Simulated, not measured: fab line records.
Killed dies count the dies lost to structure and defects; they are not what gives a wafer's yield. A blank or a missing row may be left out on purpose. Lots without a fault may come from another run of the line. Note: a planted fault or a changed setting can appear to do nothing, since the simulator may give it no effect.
Struck lot and sound lot, side by side | flow sky130 | 30 out of 708 route steps
Sound: these wafers, L757.1, L757.5, L757.6. Struck: wafers L763.1, L763.2, L763.3. The cause is given at the end.
Each step with rows lists, per side, the tool, then ch with its chambers, then its first start. Under that, the readings that differ: sound wafers | struck wafers | difference of the means | sigmas: that difference in standard deviations of wafers without a fault.
alike: words and numbers the same on both sides, and readings whose means are apart by under 2 such deviations; not compared: readings that were withheld, readings missing a value for some wafer, numbers with overlapping values and no deviation given by the record, and bounds like >300 which may hide the same value.
The two part at a step that has a row with sigmas, a row that says differs or no value, or rows on one side only. Numbers that have no deviation but don't overlap get no sigmas and don't part them. A reading that every wafer of one side lacks parts them only if that side has two wafers or more.

SKY_METAL4_CD_MEAS_13 targets a cd of 300 nm.
  sound on cdSem-01, day 46 00:22; struck on cdSem-02, day 47 11:25
  alike: cdNm
SKY_METAL4_OVL_MEAS_14:
  sound on overlay-02, day 46 00:29; struck on overlay-01, day 47 11:32
  alike: METAL4_OVL
then, 1 step without rows for these wafers: SKY_METAL4_DESCUM_15 (chemistry O2, time 8 s).
SKY_METAL4_ETCH_16: etches BARC in N2/H2, stops on SiO2, time 88.2 s, target depth 60 nm.
  sound on rieMetal-01 ch 0,1, day 46 00:32; struck on rieMetal-01 ch 0,1, day 47 11:37
  alike: drypumpMotorCurrentA, oesProductAu, throttleValvePct
  not compared: rfHoursCounterH
SKY_METAL4_ETCH_17: etches SiO2 in C4F8/O2/Ar, stops on TiN, time 3.9 s, target depth 15 nm.
  sound on rieDiel-03 ch 0,2,3, day 46 00:38; struck on rieDiel-03 ch 0,2,3, day 47 11:43
  alike: oesProductAu
  not compared: rfHoursCounterH
then, 1 step without rows for these wafers: SKY_METAL4_METAL_ETCH_18 (etches the open film in Cl2/BCl3, stops on SiO2, target depth 845 nm, time 183.1 s).
SKY_METAL4_STRIP_19: strips in O2/N2.
  sound on plasmaAsher-04 ch 0,1, day 46 01:01; struck on plasmaAsher-03 ch 0,1, day 47 11:55
  alike: drypumpMotorCurrentA, o2FlowSccm, oesProductAu, stripTimeToEndpointS
  not compared: rfHoursCounterH
then, 4 steps without rows for these wafers: SKY_METAL4_STRIP_20 (strips in post etch residue remover, time 1200 s); SKY_METAL4_CLEAN_21 (cleans in IPA, time 180 s); SKY_METAL4_CLEAN_22 (cleans in O3/DIW); SKY_VIA4_HDPCVD_00 (deposits SiO2, target thk 1750 nm, time 291.7 s).
SKY_VIA4_THK_MEAS_01:
  sound on filmMetro-02, day 46 01:47; struck on filmMetro-04, day 47 12:41
  alike: VIA4_HDPCVD_THK
SKY_VIA4_CMP_02: polishes SiO2.
  sound on cmp-02 ch 0,3, day 46 01:54; struck on cmp-02 ch 0,1,2, day 47 12:44
  no value came back on the struck wafers for edgeZonePressureFrac, headPressurePsi (psi), motorCurrentA (A); on the sound wafers edgeZonePressureFrac reads 1.001 1.000 1.008
reading                                 | sound             | struck         | difference | sigmas
model.SiO2_of_VIA4_HDPCVD_00.thkNm (nm) | 581.1 579.9 580.7 | 1727 1738 1731 | +1151      | 
SKY_VIA4_BOW_MEAS_03:
  sound on filmMetro-03, day 46 02:09; struck on filmMetro-02, day 47 13:02
reading       | sound    | struck      | difference | sigmas
VIA4_BOW (um) | 75 87 68 | 134 131 114 | +50        | +7
then, 7 steps without rows for these wafers: SKY_VIA4_DEHYDRATE_04 (time 60 s); SKY_VIA4_HMDS_05 (prime time 60 s); SKY_VIA4_COAT_06 (resist thk 1140 nm); SKY_VIA4_SOFTBAKE_07 (time 60 s); SKY_VIA4_EXPOSE_08 (exposes mask VIM4, target cd 800 nm); SKY_VIA4_PEB_09; SKY_VIA4_DEVELOP_10 (develop time 60 s).
SKY_VIA4_OVL_MEAS_11:
  sound on overlay-02, day 46 23:04; struck on overlay-01, day 48 09:28
  alike: VIA4_OVL
SKY_VIA4_ETCH_12: etches SiO2 in C4F8/O2/Ar, stops on TiN, target depth 580 nm.
  sound on rieDiel-01 ch 0,1,2, day 46 23:07; struck on rieDiel-01 ch 0,1,3, day 48 09:31
reading                        | sound             | struck            | difference | sigmas
oesProductAu (a.u.)            | 0.930 0.933 0.932 | 1.616 1.626 1.631 | +0.693     | +99 or more
model.VIA4.featureDepthNm (nm) | 581.1 579.9 580.7 | 652.9 651.3 660.4 | +74.3      | 
model.etch.depthNm (nm)        | 581.1 579.9 580.7 | 652.9 651.3 660.4 | +74.3      | 
SKY_VIA4_STRIP_13: strips in O2/N2.
  sound on plasmaAsher-04 ch 0,1, day 46 23:11; struck on plasmaAsher-04 ch 0,1, day 48 09:35
  alike: drypumpMotorCurrentA, o2FlowSccm, oesProductAu, stripTimeToEndpointS
  not compared: rfHoursCounterH
then, 3 steps without rows for these wafers: SKY_VIA4_STRIP_14 (strips in post etch residue remover, time 1200 s); SKY_VIA4_CLEAN_15 (cleans in IPA, time 180 s); SKY_VIA4_CLEAN_16 (cleans in O3/DIW).
SKY_VIA4_SPUTTER_17: material TiN, target thk 20 nm, time 80 s.
  sound on pvdSputter-01, day 46 23:46; struck on pvdSputter-03, day 48 10:13
  alike: cathodeDcPowerW, throttleValvePct
then, 1 step without rows for these wafers: SKY_VIA4_CVD_18 (deposits W, target thk 505 nm, time 152.14 s).
SKY_VIA4_CMP_21: polishes, stops on SiO2, t overpolish 25 s, target thk 0 nm.
  sound on cmp-01 ch 0,2,3, day 47 00:16; struck on cmp-01 ch 0,2,3, day 48 10:36
reading                                 | sound             | struck         | difference | sigmas
model.SiO2_of_VIA4_HDPCVD_00.thkNm (nm) | 575.6 574.4 575.2 | 1721 1733 1725 | +1151      | 
  alike: edgeZonePressureFrac, headPressurePsi, motorCurrentA

WHERE THEY PART
At SKY_VIA4_CMP_02 first; at SKY_VIA4_ETCH_12 last (within this record only). Later steps at which nothing parts them and some readings are alike: SKY_VIA4_STRIP_13, SKY_VIA4_SPUTTER_17, SKY_VIA4_CMP_21.

WHY: the cause the simulator had injected
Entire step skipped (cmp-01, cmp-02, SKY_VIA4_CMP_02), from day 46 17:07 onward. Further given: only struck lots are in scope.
